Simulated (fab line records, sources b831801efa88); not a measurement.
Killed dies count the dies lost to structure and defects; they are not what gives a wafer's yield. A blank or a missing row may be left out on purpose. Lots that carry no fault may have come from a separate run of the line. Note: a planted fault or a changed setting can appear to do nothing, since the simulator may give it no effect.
fab line records -- flow gf180mcu
record lots=6, wafers=18, last-day=34
route steps=602 shown HV_LDD@234 NSD@235 PSD@248
lots that met no fault: taken from a fault-free run of the same line
start-h: hours from the record's opening day to when the first of the lot's shown wafers began -- wait-h: how many hours have passed since the lot's step before this one -- " same as the row above -- L1.1+2: one row covering several wafers at once -- - no value present, or no start provided -- * or withheld: withheld -- < > ~ a bound
route shown NAME@n: a module of which the file shows steps, and the number in the route of the first -- usual: average and standard deviation across the fault-free wafers -- same: alike in all rows -- chamber/n: place in a boat -- sites: readings site by site -- _std_site: how widely they spread, as a standard deviation -- _edge_site: the outer-site mean with the inner-site mean subtracted -- radius-mm: for every site, how far away it sits from the centre of the wafer -- mask NAME#n: copy n -- behind: the tool/chamber that last shaped the wafer -- hold: reason for holding the lot/hours on hold/outcome of the hold -- device: names the non-switching transistor (n, p or np) -- end of line: at the end of the route, the tests of the same wafers -- where a step has no rows: the recipe by itself -- killed: at the first sort, the dies lost to defects and structure; wafer yield is something else -- map: per-die view of a wafer (x killed, . not killed, _ where there is no die)
set.NAME: the run value of the setting; set.NAME@STEP: its run value at that earlier step -- model.NAME: the simulator's own value behind a step, which no gauge read
lots at selected steps of the route; one table per step, one row per wafer
services: when a tool's chamber went out of use (start-h, in hours from the record's first day, below 0 if earlier), for how many hours, and the reason
## steps
# step GF_HV_LDD_ETCHBACK_58
# recipe chemistry=CH3F/O2, target=Si3N4, stop-on=SiO2, source-w=400, bias-w=80, pressure-mtorr=25, ch3f-flow-sccm=40, O2_flow_sccm=30, time-s=100, target-depth-a=900
# usual chamber-pressure-mTorr=24.999/0.024, drypump-motor-current-A=6.0/0.4, oes-product-au=0.843/0.0063, throttle-valve-pct=10.561/0.0093
lot.wafer,tool,chamber,start-h,wait-h,chamber-pressure-mTorr,drypump-motor-current-A,oes-product-au,rf-hours-counter-h,throttle-valve-pct
L902.2,rie-diel-02,0,307.03,0.0,24.992,6.2,0.840,19,10.556
L902.5,rie-diel-02,2,307.03,0.0,25.012,6.7,0.841,-,10.554
L902.6,rie-diel-02,1,307.03,0.0,25.010,5.9,0.844,-,10.567
L914.1,rie-diel-02,2,406.74,0.1,24.976,6.6,0.850,44,10.579
L914.3,rie-diel-02,1,406.74,0.1,25.000,5.9,0.841,68,10.565
L914.4,rie-diel-02,0,406.74,0.1,25.013,6.2,0.845,21,10.562
L915.2,rie-diel-04,3,420.41,0.0,24.974,6.0,0.834,6,10.547
L915.5,rie-diel-04,3,420.41,0.0,24.973,6.0,0.835,-,10.573
L915.6,rie-diel-04,2,420.41,0.0,25.033,5.6,0.837,-,10.560
L917.1,rie-diel-02,0,434.43,0.1,25.004,6.1,0.844,22,10.555
L917.5,rie-diel-02,2,434.43,0.1,25.023,6.7,0.833,-,10.557
L917.6,rie-diel-02,3,434.43,0.1,24.984,6.4,0.843,-,10.549
L919.1,rie-diel-01,0,454.67,0.1,25.028,5.9,0.832,67,10.579
L919.2,rie-diel-01,1,454.67,0.1,24.996,5.8,0.831,27,10.562
L919.3,rie-diel-01,3,454.67,0.1,25.008,5.4,0.839,5,10.576
L920.1,rie-diel-01,3,457.47,0.1,24.999,5.4,0.834,5,10.568
L920.3,rie-diel-01,1,457.47,0.1,24.979,5.8,0.837,27,10.564
L920.4,rie-diel-01,0,457.47,0.1,25.000,5.9,0.841,67,10.554
# step GF_NSD_DEHYDRATE_00
# recipe temp-c=200, time-s=60
# step GF_NSD_HMDS_01
# recipe prime-time-s=60, prime-temp-c=120
# step GF_NSD_COAT_02
# recipe resist=NOVOLAK, spin-rpm=3057, resist-thk-nm=1000
# step GF_NSD_SOFTBAKE_03
# recipe temp-c=90, time-s=60, resist=NOVOLAK
# step GF_NSD_EXPOSE_04
# recipe mask-id=Nplus, target-cd-nm=400, na=0.6, source-shape=conventional, sigma-outer=0.6, dose-mj=140
# step GF_NSD_PEB_05
# recipe temp-c=withheld, time-s=*, resist=NOVOLAK
# step GF_NSD_DEVELOP_06
# recipe develop-time-s=60, dev-temp-c=23
# step GF_NSD_CD_MEAS_07
# recipe target-cd-nm=400
# usual cd-nm=401.4/2.3
lot.wafer,tool,chamber,start-h,wait-h,cd-nm
L902.2,cd-sem-02,-,327.23,0.1,404.7
L902.5,cd-sem-02,-,327.23,0.1,405.7
L902.6,cd-sem-02,-,327.23,0.1,406.0
L914.1,cd-sem-01,-,430.64,0.1,399.5
L914.3,cd-sem-01,-,430.64,0.1,401.3
L914.4,cd-sem-01,-,430.64,0.1,400.2
L915.2,cd-sem-01,-,444.51,0.1,399.2
L915.5,cd-sem-01,-,444.51,0.1,400.0
L915.6,cd-sem-01,-,444.51,0.1,399.1
L917.1,cd-sem-01,-,458.79,0.1,400.2
L917.5,cd-sem-01,-,458.79,0.1,399.2
L917.6,cd-sem-01,-,458.79,0.1,400.4
L919.1,cd-sem-01,-,478.51,0.2,406.8
L919.2,cd-sem-01,-,478.51,0.2,406.8
L919.3,cd-sem-01,-,478.51,0.2,406.7
L920.1,cd-sem-01,-,481.39,0.1,403.0
L920.3,cd-sem-01,-,481.39,0.1,403.8
L920.4,cd-sem-01,-,481.39,0.1,405.9
# step GF_NSD_OVL_MEAS_08
# usual NSD_OVL=-0.2/1.3
lot.wafer,tool,chamber,start-h,wait-h,NSD_OVL[nm]
L902.2,overlay-02,-,327.33,0.1,-0.7
L902.5,overlay-02,-,327.33,0.1,-1.5
L902.6,overlay-02,-,327.33,0.1,1.0
L914.1,overlay-01,-,430.76,0.1,-1.0
L914.3,overlay-01,-,430.76,0.1,-1.6
L914.4,overlay-01,-,430.76,0.1,-1.6
L915.2,overlay-02,-,444.62,0.1,3.0
L915.5,overlay-02,-,444.62,0.1,2.4
L915.6,overlay-02,-,444.62,0.1,0.8
L917.1,overlay-01,-,458.91,0.1,2.5
L917.5,overlay-01,-,458.91,0.1,0.6
L917.6,overlay-01,-,458.91,0.1,1.2
L919.1,overlay-01,-,478.63,0.1,-0.5
L919.2,overlay-01,-,478.63,0.1,0.2
L919.3,overlay-01,-,478.63,0.1,0.4
L920.1,overlay-02,-,481.51,0.1,-0.5
L920.3,overlay-02,-,481.51,0.1,-0.7
L920.4,overlay-02,-,481.51,0.1,-0.1
# step GF_NSD_IMPLANT_09
# recipe species=As, energy-kev=60, dose-cm2=4e+15, tilt-deg=7
# step GF_NSD_IMPLANT_10
# recipe species=P, energy-kev=40, dose-cm2=5e+14, tilt-deg=7
# step GF_NSD_STRIP_11
# recipe chemistry=O2/N2, power-w=1400, pressure-mtorr=1500, platen-temp-c=250, o2-flow-sccm=3000, n2-flow-sccm=300, overash-fraction=0.5
# usual chamber-pressure-mTorr=1500.3/3, drypump-motor-current-A=5.6/0.55, heater-power-w=319/20, n2-flow-sccm=300.1/0.91, oes-product-au=0.486/0.0043, strip-time-to-endpoint-s=22.87/0.035
lot.wafer,tool,chamber,start-h,wait-h,chamber-pressure-mTorr,drypump-motor-current-A,heater-power-w,n2-flow-sccm,oes-product-au,rf-hours-counter-h,strip-time-to-endpoint-s,model.NOVOLAK_of_NSD_COAT_02.thk-nm
L902.2,plasma-asher-04,0,327.66,0.1,1498.8,5.1,294,301.2,0.485,21,22.87,0
L902.5,plasma-asher-04,0,327.66,0.1,1498.9,5.2,301,299.9,0.486,-,22.89,0
L902.6,plasma-asher-04,1,327.66,0.1,1496.6,5.6,332,299.9,0.493,-,22.86,0
L914.1,plasma-asher-02,0,431.10,0.1,-,-,-,-,-,-,-,991.3
L914.3,plasma-asher-02,0,431.10,0.1,-,-,-,-,-,-,-,991.4
L914.4,plasma-asher-02,1,431.10,0.1,-,-,-,-,-,-,-,991
L915.2,plasma-asher-03,0,444.95,0.1,-,-,-,-,-,-,-,987.9
L915.5,plasma-asher-03,1,444.95,0.1,-,-,-,-,-,-,-,986.6
L915.6,plasma-asher-03,0,444.95,0.1,-,-,-,-,-,-,-,986.5
L917.1,plasma-asher-04,1,459.25,0.1,1499.2,5.6,334,301.4,0.480,35,22.83,0
L917.5,plasma-asher-04,1,459.25,0.1,1501.7,5.6,335,301.1,0.492,-,22.83,0
L917.6,plasma-asher-04,0,459.25,0.1,1500.7,5.2,292,300.2,0.484,-,22.83,0
L919.1,plasma-asher-03,1,478.96,0.1,1501.4,6.0,340,300.7,0.481,69,22.92,0
L919.2,plasma-asher-03,0,478.96,0.1,1500.5,4.9,342,301.0,0.492,69,22.85,0
L919.3,plasma-asher-03,1,478.96,0.1,1497.4,6.0,345,300.7,0.476,-,22.87,0
L920.1,plasma-asher-02,1,481.84,0.1,1500.2,5.3,310,299.3,0.490,5,22.91,0
L920.3,plasma-asher-02,1,481.84,0.1,1500.0,5.4,318,299.1,0.495,-,22.90,0
L920.4,plasma-asher-02,0,481.84,0.1,1500.9,6.5,284,300.0,0.491,-,22.92,0
# step GF_NSD_TW_MEAS_12
# usual NSD_TW=4208/30
lot.wafer,tool,chamber,start-h,wait-h,NSD_TW
L902.2,film-metro-04,-,327.77,0.1,4187
L902.5,film-metro-04,-,327.77,0.1,4212
L902.6,film-metro-04,-,327.77,0.1,4225
L914.1,film-metro-02,-,431.20,0.1,4278
L914.3,film-metro-02,-,431.20,0.1,4284
L914.4,film-metro-02,-,431.20,0.1,4267
L915.2,film-metro-03,-,445.06,0.1,4177
L915.5,film-metro-03,-,445.06,0.1,4163
L915.6,film-metro-03,-,445.06,0.1,4156
L917.1,film-metro-03,-,459.35,0.1,4198
L917.5,film-metro-03,-,459.35,0.1,4181
L917.6,film-metro-03,-,459.35,0.1,4214
L919.1,film-metro-03,-,479.06,0.1,4186
L919.2,film-metro-03,-,479.06,0.1,4226
L919.3,film-metro-03,-,479.06,0.1,4220
L920.1,film-metro-02,-,481.94,0.1,4223
L920.3,film-metro-02,-,481.94,0.1,4217
L920.4,film-metro-02,-,481.94,0.1,4249
# step GF_PSD_DEHYDRATE_00
# recipe temp-c=200, time-s=60
# step GF_PSD_HMDS_01
# recipe prime-time-s=60, prime-temp-c=120
# step GF_PSD_COAT_02
# recipe resist=NOVOLAK, spin-rpm=3000, resist-thk-nm=1000
# step GF_PSD_SOFTBAKE_03
# recipe temp-c=90, time-s=60, resist=NOVOLAK
# step GF_PSD_EXPOSE_04
# recipe mask-id=Pplus, target-cd-nm=400, na=0.6, source-shape=conventional, sigma-outer=0.6, dose-mj=140
# step GF_PSD_PEB_05
# recipe temp-c=withheld, time-s=*, resist=NOVOLAK
# step GF_PSD_DEVELOP_06
# recipe develop-time-s=60, dev-temp-c=23
# step GF_PSD_CD_MEAS_07
# recipe target-cd-nm=400
# usual cd-nm=400.0/2.7
lot.wafer,tool,chamber,start-h,wait-h,cd-nm
L902.2,cd-sem-02,-,348.58,0.1,403.7
L902.5,cd-sem-02,-,348.58,0.1,401.5
L902.6,cd-sem-02,-,348.58,0.1,401.4
L914.1,cd-sem-01,-,455.67,0.1,404.2
L914.3,cd-sem-01,-,455.67,0.1,401.4
L914.4,cd-sem-01,-,455.67,0.1,403.3
L915.2,cd-sem-01,-,469.32,0.1,400.8
L915.5,cd-sem-01,-,469.32,0.1,402.0
L915.6,cd-sem-01,-,469.32,0.1,402.8
L917.1,cd-sem-01,-,483.90,0.1,400.0
L917.5,cd-sem-01,-,483.90,0.1,399.1
L917.6,cd-sem-01,-,483.90,0.1,399.2
L919.1,cd-sem-01,-,502.65,0.1,403.1
L919.2,cd-sem-01,-,502.65,0.1,401.1
L919.3,cd-sem-01,-,502.65,0.1,402.2
L920.1,cd-sem-02,-,504.97,0.1,397.8
L920.3,cd-sem-02,-,504.97,0.1,398.8
L920.4,cd-sem-02,-,504.97,0.1,397.9
# step GF_PSD_OVL_MEAS_08
# usual PSD_OVL=-0.4/1.5
lot.wafer,tool,chamber,start-h,wait-h,PSD_OVL[nm]
L902.2,overlay-01,-,348.68,0.1,0.6
L902.5,overlay-01,-,348.68,0.1,2.6
L902.6,overlay-01,-,348.68,0.1,0.8
L914.1,overlay-01,-,455.79,0.1,-1.6
L914.3,overlay-01,-,455.79,0.1,-0.9
L914.4,overlay-01,-,455.79,0.1,-1.9
L915.2,overlay-01,-,469.43,0.1,1.0
L915.5,overlay-01,-,469.43,0.1,-0.8
L915.6,overlay-01,-,469.43,0.1,-0.3
L917.1,overlay-01,-,484.02,0.1,-0.5
L917.5,overlay-01,-,484.02,0.1,-1.8
L917.6,overlay-01,-,484.02,0.1,-0.8
L919.1,overlay-01,-,502.77,0.1,-2.2
L919.2,overlay-01,-,502.77,0.1,-0.6
L919.3,overlay-01,-,502.77,0.1,-0.5
L920.1,overlay-02,-,505.09,0.1,-0.8
L920.3,overlay-02,-,505.09,0.1,0.6
L920.4,overlay-02,-,505.09,0.1,-1.0
# step GF_PSD_IMPLANT_09
# recipe species=BF2, energy-kev=40, dose-cm2=1.5e+15, tilt-deg=7
# step GF_PSD_STRIP_10
# recipe chemistry=O2/N2, power-w=1400, pressure-mtorr=1500, platen-temp-c=250, o2-flow-sccm=3000, n2-flow-sccm=300, overash-fraction=0.5
# usual chamber-pressure-mTorr=1500.1/1.3, drypump-motor-current-A=5.9/0.5, heater-power-w=306/22, n2-flow-sccm=300.0/0.91, oes-product-au=0.591/0.0041, strip-time-to-endpoint-s=16.54/0.041
lot.wafer,tool,chamber,start-h,wait-h,chamber-pressure-mTorr,drypump-motor-current-A,heater-power-w,n2-flow-sccm,oes-product-au,rf-hours-counter-h,strip-time-to-endpoint-s
L902.2,plasma-asher-02,1,348.86,0.1,1498.6,5.4,320,301.6,0.594,69,16.51
L902.5,plasma-asher-02,1,348.86,0.1,1500.9,5.4,326,300.9,0.592,-,16.47
L902.6,plasma-asher-02,0,348.86,0.1,1500.6,6.5,288,298.7,0.595,-,16.50
L914.1,plasma-asher-02,1,455.98,0.1,1499.2,5.4,318,299.6,0.658,3,31.36
L914.3,plasma-asher-02,0,455.98,0.1,1501.1,6.6,283,300.5,0.656,-,31.37
L914.4,plasma-asher-02,1,455.98,0.1,1498.2,5.4,315,299.4,0.655,-,31.37
L915.2,plasma-asher-01,0,469.61,0.1,1501.4,6.1,275,298.4,0.654,85,31.30
L915.5,plasma-asher-01,1,469.61,0.1,1499.9,5.8,309,299.7,0.651,-,31.27
L915.6,plasma-asher-01,0,469.61,0.1,1499.1,6.2,283,298.4,0.655,-,31.26
L917.1,plasma-asher-01,0,484.21,0.1,1499.6,6.2,282,298.9,0.591,87,16.59
L917.5,plasma-asher-01,0,484.21,0.1,1498.9,6.2,282,300.0,0.591,-,16.51
L917.6,plasma-asher-01,1,484.21,0.1,1500.2,5.8,303,301.8,0.593,-,16.55
L919.1,plasma-asher-03,0,502.96,0.1,1500.9,4.9,333,300.5,0.590,71,16.48
L919.2,plasma-asher-03,1,502.96,0.1,1501.8,6.0,348,298.5,0.588,71,16.50
L919.3,plasma-asher-03,0,502.96,0.1,1499.9,4.8,335,300.7,0.591,-,16.48
L920.1,plasma-asher-03,1,505.28,0.1,1499.0,6.0,351,299.6,0.583,72,16.50
L920.3,plasma-asher-03,1,505.28,0.1,1499.9,6.0,344,299.2,0.592,-,16.50
L920.4,plasma-asher-03,0,505.28,0.1,1499.6,4.8,342,299.2,0.597,-,16.48
# step GF_PSD_TW_MEAS_11
# usual PSD_TW=3157/28
lot.wafer,tool,chamber,start-h,wait-h,PSD_TW
L902.2,film-metro-03,-,348.97,0.1,3140
L902.5,film-metro-03,-,348.97,0.1,3135
L902.6,film-metro-03,-,348.97,0.1,3158
L914.1,film-metro-03,-,456.08,0.1,30
L914.3,film-metro-03,-,456.08,0.1,30
L914.4,film-metro-03,-,456.08,0.1,30
L915.2,film-metro-02,-,469.72,0.1,30
L915.5,film-metro-02,-,469.72,0.1,30
L915.6,film-metro-02,-,469.72,0.1,30
L917.1,film-metro-04,-,484.31,0.1,3165
L917.5,film-metro-04,-,484.31,0.1,3166
L917.6,film-metro-04,-,484.31,0.1,3154
L919.1,film-metro-03,-,503.06,0.1,3114
L919.2,film-metro-03,-,503.06,0.1,3118
L919.3,film-metro-03,-,503.06,0.1,3128
L920.1,film-metro-02,-,505.38,0.1,3190
L920.3,film-metro-02,-,505.38,0.1,3194
L920.4,film-metro-02,-,505.38,0.1,3191
# step GF_PSD_CLEAN_12
# recipe chemistry=SC1/SC2, mix=1:4:20, temp-c=70, time-s=150, dry=n2-spin
## services
tool,chamber,start-h,hours,kind
rie-diel-04,1,283.57,10.9,repair
plasma-asher-04,-,286.59,2.0,repair
rie-diel-02,3,287.04,10.2,repair
plasma-asher-03,-,314.01,1.6,repair
rie-diel-02,1,342.91,7.0,repair
rie-diel-01,0,363.58,7.3,repair
rie-diel-04,1,364.21,2.4,repair
rie-diel-01,1,378.98,15.7,repair
plasma-asher-04,-,412.84,1.0,repair
plasma-asher-02,-,421.25,9.0,pm
plasma-asher-02,0,421.25,9.0,vent-cycle
plasma-asher-02,1,421.25,9.0,vent-cycle
rie-diel-02,2,425.61,3.5,repair
plasma-asher-01,-,426.91,0.6,repair
plasma-asher-02,0,430.25,-,clean
plasma-asher-02,1,430.25,-,clean
rie-diel-04,0,433.36,1.8,repair
rie-diel-04,2,441.23,8.7,repair
rie-diel-04,3,449.46,3.4,repair
plasma-asher-02,-,451.62,1.8,repair
rie-diel-02,-,456.49,0.4,repair
plasma-asher-04,-,476.41,1.8,repair
plasma-asher-03,-,490.56,1.7,repair
## key
first-sign step=GF_NSD_STRIP_11, reading=tool-record, direction=missing
effect step=GF_PSD_STRIP_10, reading=strip-time-to-endpoint-s, direction=up, sigmas=99+, usual=*, struck=*
effect step=GF_PSD_TW_MEAS_11, reading=PSD_TW, direction=down, sigmas=99+, usual=3157, struck=30
model-effect step=GF_NSD_STRIP_11, value=NOVOLAK_of_NSD_COAT_02.thk-nm, without=0, struck=989.1
met-at GF_NSD_STRIP_11
struck-wafers L914.1,L914.3,L914.4,L915.2,L915.5,L915.6
sort-left-out L914.1,L914.3,L914.4,L915.2,L915.5,L915.6
tester-left-out L914,L915
fault kind=skipped-step-whole, tool=plasma-asher-02,plasma-asher-03, chamber=-, onset-h=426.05, steps=GF_NSD_STRIP_11, scope=struck-lots-only
# tester-left-out: of these lots the tester's yield and bins aren't shown, on N5 and GAA mostly nor the transistor test; their killed dies are dies lost to structure and defects alone, not to doping, threshold or leakage, so they don't give the yield
# sort-left-out: the simulated sort isn't trusted on such a fault, so these wafers' sort isn't shown, and their yield isn't known
